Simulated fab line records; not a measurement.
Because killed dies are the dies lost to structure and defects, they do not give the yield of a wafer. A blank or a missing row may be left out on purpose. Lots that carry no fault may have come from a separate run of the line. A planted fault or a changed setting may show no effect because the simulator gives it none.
Which tool did it?    flow sfqLine    route of 325 steps, sampled at 1 step: 14 lots, 42 wafers

WHAT THE GAUGES SHOWED, per wafer
SFQ_I0_OVL_MEAS_908. Usual: for I0_OVL the level is -2 nm and the standard deviation is 5.5.
lot   measured      on          I0_OVL (nm)  flag
L270  day 9 21:08   overlay-01  9 2 6        
L272  day 10 09:12  overlay-02  4 6 1        
L274  day 10 23:34  overlay-01  6 4 6        
L275  day 11 04:20  overlay-01  3 -6 1       
L276  day 11 09:09  overlay-02  -7 -8 -10    
L278  day 11 23:05  overlay-01  -2 -7 -10    
L279  day 12 09:54  overlay-01  6 7 0        
L285  day 14 12:49  overlay-02  0 -2 -3      
L286  day 14 16:25  overlay-02  1 5 5        
L288  day 15 10:13  overlay-02  -9 -2 -2     
L289  day 15 13:50  overlay-02  0 2 6        
L291  day 15 23:25  overlay-02  -6 -9 -3     
L292  day 16 09:01  overlay-02  -5 1 4       
L293  day 16 12:37  overlay-02  -7 2 -6      

WHICH TOOL RAN EACH LOT (tool, then ch and the chambers of the sampled wafers, then the start)
Before these readings, the record contains no process step.

WHAT THE TOOLS THEMSELVES READ (means of the sampled wafers that have a number; where no wafer has one, the mark that the record gives instead)
The record holds no such reading with a usual standard deviation.

THE ANSWER, worked out from the rows above alone
Rule: lot off if the mean of its wafers having a number is beyond 3 standard deviations from the usual mean. A lot without any number at a reading at which 4 lots or more have one is off too. Any other lot the step has rows for is counted as sound. The gauges are gone through in route order, then the tools' own readings, and for those a lot's mean is taken as printed above. At the first step where some lot is off, the reading lying furthest off is the one used; lots without a number count as furthest.
No lot is off on any of the readings shown, so nothing can be concluded from this.

WHAT HAD BEEN PUT IN BY THE SIMULATOR
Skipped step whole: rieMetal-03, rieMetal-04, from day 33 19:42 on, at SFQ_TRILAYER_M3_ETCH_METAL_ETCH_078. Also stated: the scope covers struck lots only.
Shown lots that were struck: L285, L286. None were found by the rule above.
